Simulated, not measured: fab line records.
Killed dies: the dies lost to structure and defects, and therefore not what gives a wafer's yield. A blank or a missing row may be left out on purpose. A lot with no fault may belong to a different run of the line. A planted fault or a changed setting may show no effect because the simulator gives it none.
Chamber matching -- flow gf180mcu -- 4 sister chambers for GF_POLY_GATE_ETCH_13 on rie si-01
The step etches poly-Si in HBr/Cl2, stops on SiO2, target depth 198.5 nm, time 69.6 s. 14 wafers are shown with their chamber, then 7 later ones without.

## EACH WAFER AND ITS CHAMBER
wafer,chamber,drypump motor current A (A),oes product au (a.u.),throttle valve pct (%)
L667.1,1,6.1,0.994,33.696
L667.4,0,6.2,0.990,33.683
L667.6,2,5.1,1.003,33.692
L668.3,2,5.1,0.997,33.687
L668.4,2,5.1,0.997,33.695
L668.5,0,6.2,0.992,33.702
L670.1,1,6.1,0.986,33.686
L670.5,2,5.1,1.007,33.676
L670.6,3,6.7,0.989,33.680
L671.2,3,6.6,0.985,33.683
L671.4,2,5.1,0.998,33.702
L671.5,0,6.2,1.002,33.676
L679.2,1,6.2,0.991,33.698
L679.4,1,6.2,0.995,33.686

SIGNATURES (averages over the wafers above)
reading,chamber 0,chamber 1,chamber 2,chamber 3,scatter within a chamber
drypump motor current A,6.200,6.150,5.100,6.650,0.0387
oes product au,0.99467,0.99150,1.00040,0.98700,0.00468
throttle valve pct,33.68700,33.69150,33.69040,33.68150,0.00931
Rule: a wafer lies at a distance from a chamber equal to the root of the sum of squares, over the readings, of (its reading less the chamber's mean, divided by the reading's scatter). If the next closest chamber is less than 2 further off than the closest, the wafer can't be placed; otherwise it belongs to the closest. The scatter is the square root of a quotient: the sum, over the shown wafers, of each reading's squared deviation from its chamber's mean, divided by wafers minus chambers.

## WAFERS WITH NO CHAMBER GIVEN
wafer,drypump motor current A (A),oes product au (a.u.),throttle valve pct (%)
L679.5,6.6,0.990,33.676
L685.1,5.1,0.999,33.693
L685.2,6.2,0.990,33.682
L685.3,6.2,0.993,33.669
L686.1,6.2,0.972,33.689
L686.2,6.7,0.977,33.683
L686.3,5.1,0.997,33.684

## WHICH CHAMBER EACH ONE RAN IN
wafer,from the rows above,in truth
L679.5,3,3
L685.1,2,2
L685.2,can't be placed: 0 or 1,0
L685.3,can't be placed: 0 or 1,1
L686.1,can't be placed: 1 or 0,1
L686.2,3,3
L686.3,2,2
Placed correctly: 4 of 7. These rows do not allow placing 3 (true chamber among the candidates in 3). Wrongly placed: 0.
